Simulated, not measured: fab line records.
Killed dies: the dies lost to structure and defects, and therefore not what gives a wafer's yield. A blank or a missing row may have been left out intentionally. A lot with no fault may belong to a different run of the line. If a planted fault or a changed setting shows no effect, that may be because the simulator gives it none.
fab line records    flow gf180mcu
record lots=14  wafers=42  lastDay=36
route steps=602 shown DNWELL@39 M1@316 V1@336
lots that met no fault: from a run of the same line without faults
startH: hours from the record's opening day to when the first of the lot's shown wafers began    waitH: hours from the lot's prior step to this one    " unchanged from the row above    L1.1+2: several wafers, shown together as one row    - no value present, or no start provided    * or withheld: withheld    < > ~ a bound
route shown NAME@n: names a module that has steps shown in the file, with the first one's number in the route    usual: mean/standard deviation taken from wafers without a fault    same: alike in all rows    chamber/n: place in a boat    sites: readings site by site    _std_site: how widely they spread, as a standard deviation    _edge_site: inner sites' mean taken away from outer sites' mean    radiusMm: how far each site lies from the wafer's centre    mask NAME#n: copy n    behind: the last tool/chamber to shape the wafer    hold: the reason the lot was held/the length of the hold in hours/how it ended    device: the n, p or np transistor that did not switch    end of line: the route-end tests of the same wafers    for a step that has no rows: nothing shown but its recipe    killed: the dies lost at the first sort to structure and to defects; this is not the yield of the wafer    map: a wafer's dies, x killed, . not, _ none there
set.NAME: the setting the step ran with; set.NAME@STEP: the setting that earlier step ran with    model.NAME: the simulator's own value behind a step, which no gauge read
one table for each step of the route and one row for each wafer, over a sample of lots
services: from which hour (startH, from the record's first day; less than 0 if before it) a tool's chamber was out of use, for how many hours, and why
## steps
# step GF_DNWELL_IMPLANT_07
# recipe species=P  energyKev=1500  doseCm2=1e+13  tiltDeg=0
# usual doseIonsCm2=1e+13/1.1e+10  faradayCurrentUA=56.3/1.2  tiltDeg=0.002/0.019
lot.wafer  tool          chamber  startH  waitH  doseIonsCm2  faradayCurrentUA  tiltDeg
L835.2     implanter-02  0        44.20   -      1.001e+13    57.2              0.011
L835.5     "             0        "       "      9.992e+12    56.3              -0.010
L835.6     "             0        "       "      9.998e+12    59.3              0.003
L836.3     implanter-01  0        51.67   -      9.982e+12    55.4              0.022
L836.5     "             0        "       "      1.0012e+13   54.5              0.025
L836.6     "             0        "       "      1.0015e+13   56.0              0.027
L837.1     implanter-01  0        57.22   -      1.0018e+13   57.1              0.012
L837.4     "             0        "       "      1.0001e+13   54.4              0.039
L837.6     "             0        "       "      1.0005e+13   56.8              0.010
L838.1     implanter-02  0        62.72   -      1.0007e+13   56.0              0.001
L838.3     "             0        "       "      1.0013e+13   58.3              -0.006
L838.5     "             0        "       "      1.0018e+13   55.3              0.010
L840.1     implanter-01  0        70.92   -      9.99e+12     56.0              -0.019
L840.2     "             0        "       "      9.994e+12    56.5              -0.023
L840.6     "             0        "       "      9.999e+12    56.7              -0.017
L841.2     implanter-04  0        78.65   -      9.987e+12    55.1              -0.002
L841.3     "             0        "       "      9.994e+12    55.0              0.023
L841.4     "             0        "       "      1.0002e+13   57.2              -0.002
L842.1     implanter-04  0        83.22   -      9.998e+12    56.6              -0.020
L842.4     "             0        "       "      1.0002e+13   55.4              -0.006
L842.6     "             0        "       "      9.998e+12    54.5              -0.021
L843.2     implanter-04  0        88.05   -      9.383e+12    54.9              -0.005
L843.4     "             0        "       "      9.387e+12    53.5              -0.022
L843.6     "             0        "       "      9.379e+12    55.0              -0.008
L844.1     implanter-02  0        94.47   -      1.001e+13    55.6              0.020
L844.2     "             0        "       "      9.981e+12    58.2              0.005
L844.6     "             0        "       "      9.998e+12    58.2              -0.001
L849.2     implanter-01  0        120.10  -      9.979e+12    55.5              -0.004
L849.3     "             0        "       "      9.997e+12    55.2              0.009
L849.5     "             0        "       "      9.974e+12    57.7              0.046
L850.2     implanter-01  0        124.84  -      9.992e+12    55.6              0.009
L850.4     "             0        "       "      9.992e+12    57.7              0.002
L850.6     "             0        "       "      9.995e+12    56.9              0.015
L851.3     implanter-04  0        129.12  -      9.422e+12    52.2              0.001
L851.5     "             0        "       "      9.408e+12    51.3              0.007
L851.6     "             0        "       "      9.415e+12    51.6              0.028
L855.1     implanter-02  0        153.11  -      9.987e+12    55.6              0.016
L855.3     "             0        "       "      1.0009e+13   56.9              0.000
L855.4     "             0        "       "      1.0007e+13   56.5              -0.029
L858.3     implanter-02  0        168.31  -      1.0012e+13   56.7              -0.015
L858.4     "             0        "       "      9.998e+12    55.0              -0.015
L858.5     "             0        "       "      9.992e+12    56.4              -0.016
# step GF_DNWELL_TW_MEAS_09
# usual DNWELL_TW=1338/7.7
lot.wafer  tool          chamber  startH  waitH  DNWELL_TW
L835.2     filmMetro-04  -        44.43   0.1    1336
L835.5     "             -        "       "      1332
L835.6     "             -        "       "      1331
L836.3     filmMetro-01  -        51.89   0.1    1329
L836.5     "             -        "       "      1341
L836.6     "             -        "       "      1331
L837.1     filmMetro-04  -        57.47   0.1    1336
L837.4     "             -        "       "      1332
L837.6     "             -        "       "      1337
L838.1     filmMetro-04  -        62.97   0.1    1342
L838.3     "             -        "       "      1349
L838.5     "             -        "       "      1344
L840.1     filmMetro-01  -        71.17   0.1    1331
L840.2     "             -        "       "      1323
L840.6     "             -        "       "      1337
L841.2     filmMetro-01  -        78.88   0.1    1340
L841.3     "             -        "       "      1332
L841.4     "             -        "       "      1334
L842.1     filmMetro-01  -        83.47   0.1    1342
L842.4     "             -        "       "      1333
L842.6     "             -        "       "      1344
L843.2     filmMetro-02  -        88.28   0.1    1306
L843.4     "             -        "       "      1306
L843.6     "             -        "       "      1309
L844.1     filmMetro-01  -        94.72   0.1    1351
L844.2     "             -        "       "      1345
L844.6     "             -        "       "      1345
L849.2     filmMetro-04  -        120.33  0.1    1342
L849.3     "             -        "       "      1332
L849.5     "             -        "       "      1341
L850.2     filmMetro-01  -        125.08  0.1    1348
L850.4     "             -        "       "      1345
L850.6     "             -        "       "      1338
L851.3     filmMetro-01  -        129.34  0.1    1317
L851.5     "             -        "       "      1311
L851.6     "             -        "       "      1307
L855.1     filmMetro-01  -        153.36  0.1    1334
L855.3     "             -        "       "      1332
L855.4     "             -        "       "      1336
L858.3     filmMetro-01  -        168.53  0.1    1340
L858.4     "             -        "       "      1347
L858.5     "             -        "       "      1346
# step GF_M1_SPUTTER_01
# recipe material=TiN  targetThkNm=30  powerW=6500  timeS=25  chamberPressurePa=0.4
# usual throttleValvePct=29.9/0.79
lot.wafer  tool           chamber  startH  waitH  throttleValvePct
L835.2     pvdSputter-04  -        408.42  0.1    30.3
L835.5     "              -        "       "      29.9
L835.6     "              -        "       "      30.9
L836.3     pvdSputter-04  -        421.54  0.1    31.2
L836.5     "              -        "       "      30.2
L836.6     "              -        "       "      31.1
L837.1     pvdSputter-04  -        428.14  0.1    30.3
L837.4     "              -        "       "      29.6
L837.6     "              -        "       "      30.3
L838.1     pvdSputter-01  -        437.66  0.1    30.6
L838.3     "              -        "       "      28.4
L838.5     "              -        "       "      30.1
L840.1     pvdSputter-03  -        455.06  0.1    30.6
L840.2     "              -        "       "      29.8
L840.6     "              -        "       "      28.8
L841.2     pvdSputter-03  -        459.98  0.1    29.8
L841.3     "              -        "       "      30.4
L841.4     "              -        "       "      30.9
L842.1     pvdSputter-04  -        467.07  0.1    30.9
L842.4     "              -        "       "      30.3
L842.6     "              -        "       "      29.6
L843.2     pvdSputter-04  -        482.61  0.1    29.7
L843.4     "              -        "       "      30.4
L843.6     "              -        "       "      30.3
L844.1     pvdSputter-01  -        489.21  0.1    29.1
L844.2     "              -        "       "      29.2
L844.6     "              -        "       "      30.3
L849.2     pvdSputter-01  -        530.76  0.1    30.2
L849.3     "              -        "       "      28.4
L849.5     "              -        "       "      30.4
L850.2     pvdSputter-03  -        536.11  0.1    28.7
L850.4     "              -        "       "      30.9
L850.6     "              -        "       "      30.7
L851.3     pvdSputter-04  -        542.33  0.1    30.4
L851.5     "              -        "       "      30.2
L851.6     "              -        "       "      30.9
L855.1     pvdSputter-04  -        570.26  0.1    30.4
L855.3     "              -        "       "      29.6
L855.4     "              -        "       "      30.9
L858.3     pvdSputter-01  -        592.11  0.1    29.2
L858.4     "              -        "       "      29.2
L858.5     "              -        "       "      30.4
# step GF_V1_THK_MEAS_01
# recipe reads=SiO2_of_V1_CVD_00
# usual V1_CVD_00_THK=624/7
lot.wafer  tool          chamber  startH  waitH  V1_CVD_00_THK[nm]
L835.2     filmMetro-02  -        433.60  0.0    623
L835.5     "             -        "       "      631
L835.6     "             -        "       "      631
L836.3     filmMetro-01  -        446.53  0.1    624
L836.5     "             -        "       "      618
L836.6     "             -        "       "      632
L837.1     filmMetro-02  -        454.66  0.0    619
L837.4     "             -        "       "      625
L837.6     "             -        "       "      625
L838.1     filmMetro-01  -        464.52  0.0    636
L838.3     "             -        "       "      639
L838.5     "             -        "       "      634
L840.1     filmMetro-03  -        481.11  0.0    621
L840.2     "             -        "       "      619
L840.6     "             -        "       "      630
L841.2     filmMetro-01  -        486.56  0.0    629
L841.3     "             -        "       "      625
L841.4     "             -        "       "      630
L842.1     filmMetro-01  -        493.40  0.0    624
L842.4     "             -        "       "      625
L842.6     "             -        "       "      623
L843.2     filmMetro-03  -        508.74  0.0    617
L843.4     "             -        "       "      619
L843.6     "             -        "       "      617
L844.1     filmMetro-01  -        515.01  0.0    612
L844.2     "             -        "       "      620
L844.6     "             -        "       "      618
L849.2     filmMetro-01  -        555.78  0.0    631
L849.3     "             -        "       "      627
L849.5     "             -        "       "      627
L850.2     filmMetro-02  -        561.26  0.0    624
L850.4     "             -        "       "      628
L850.6     "             -        "       "      625
L851.3     filmMetro-02  -        566.43  0.1    614
L851.5     "             -        "       "      617
L851.6     "             -        "       "      616
L855.1     filmMetro-03  -        593.66  0.0    637
L855.3     "             -        "       "      632
L855.4     "             -        "       "      632
L858.3     filmMetro-01  -        615.96  0.1    612
L858.4     "             -        "       "      619
L858.5     "             -        "       "      621
# step GF_V1_OVL_MEAS_15
# usual V1_OVL=3/6
lot.wafer  tool        chamber  startH  waitH  V1_OVL[nm]
L835.2     overlay-01  -        458.79  0.1    4
L835.5     "           -        "       "      13
L835.6     "           -        "       "      0
L836.3     overlay-01  -        472.90  0.1    -10
L836.5     "           -        "       "      -4
L836.6     "           -        "       "      7
L837.1     overlay-02  -        480.56  0.1    -4
L837.4     "           -        "       "      -1
L837.6     "           -        "       "      1
L838.1     overlay-02  -        490.43  0.1    11
L838.3     "           -        "       "      10
L838.5     "           -        "       "      12
L840.1     overlay-01  -        507.04  0.1    1
L840.2     "           -        "       "      -8
L840.6     "           -        "       "      -3
L841.2     overlay-01  -        512.24  0.1    -6
L841.3     "           -        "       "      -8
L841.4     "           -        "       "      5
L842.1     overlay-01  -        518.94  0.1    9
L842.4     "           -        "       "      0
L842.6     "           -        "       "      0
L843.2     overlay-01  -        533.84  0.1    4
L843.4     "           -        "       "      5
L843.6     "           -        "       "      3
L844.1     overlay-01  -        539.81  0.1    15
L844.2     "           -        "       "      13
L844.6     "           -        "       "      14
L849.2     overlay-02  -        579.64  0.1    -7
L849.3     "           -        "       "      6
L849.5     "           -        "       "      4
L850.2     overlay-02  -        584.99  0.1    5
L850.4     "           -        "       "      7
L850.6     "           -        "       "      3
L851.3     overlay-01  -        590.27  0.1    -1
L851.5     "           -        "       "      -3
L851.6     "           -        "       "      11
L855.1     overlay-01  -        615.48  0.1    10
L855.3     "           -        "       "      4
L855.4     "           -        "       "      5
L858.3     overlay-02  -        638.37  0.1    8
L858.4     "           -        "       "      -1
L858.5     "           -        "       "      10
## services
tool           chamber  startH  hours  kind
implanter-02   -        36.96   2.1    pm
implanter-02   -        46.07   3.6    pm
implanter-02   -        51.57   1.4    repair
implanter-02   -        70.11   0.5    repair
implanter-04   -        74.33   1.4    repair
implanter-04   -        75.70   2.9    pm
implanter-01   -        96.21   2.3    repair
implanter-01   -        112.97  0.9    repair
implanter-02   -        132.46  0.5    repair
implanter-01   -        142.87  1.7    repair
pvdSputter-04  -        212.64  3.0    repair
implanter-01   -        216.71  3.9    pm
implanter-02   -        250.90  2.2    repair
pvdSputter-04  -        270.49  3.4    repair
implanter-02   -        292.86  1.0    repair
pvdSputter-04  -        307.67  1.2    repair
pvdSputter-04  -        324.33  7.5    repair
implanter-01   -        330.37  0.7    repair
implanter-01   -        412.86  3.5    pm
implanter-02   -        490.16  3.2    pm
implanter-02   -        494.15  6.2    repair
implanter-01   -        509.19  1.3    repair
implanter-02   -        512.17  4.8    repair
implanter-02   -        535.07  5.2    pm
## key
firstSign step=GF_DNWELL_IMPLANT_07  reading=doseIonsCm2  direction=down  sigmas=55  usual=1e+13  struck=9.399e+12
effect step=GF_DNWELL_IMPLANT_07  reading=faradayCurrentUA  direction=down  sigmas=2.8  usual=56.3  struck=53.1
effect step=GF_DNWELL_TW_MEAS_09  reading=DNWELL_TW  direction=down  sigmas=3.7  usual=1338  struck=1310
metAt GF_DNWELL_IMPLANT_07
struckLots L843,L851
testerLeftOut L843,L851
notActingAt GF_M1_SPUTTER_01,GF_V1_THK_MEAS_01,GF_V1_OVL_MEAS_15
onsetBetween 83.22 88.05
fault kind=processParameterDrift  tool=implanter-04  chamber=-  onsetH=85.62  steps=GF_DNWELL_IMPLANT_07  channel=doseCm2  offset=-6.0357e+11  shape=step  endH=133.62  actsIn=theseRecipesOnly  stated=1e+13
# testerLeftOut: of these lots the tester's yield and bins aren't shown, on N5 and GAA mostly nor the transistor test; their killed dies are dies lost to structure and defects alone, not to doping, threshold or leakage, so they don't give the yield
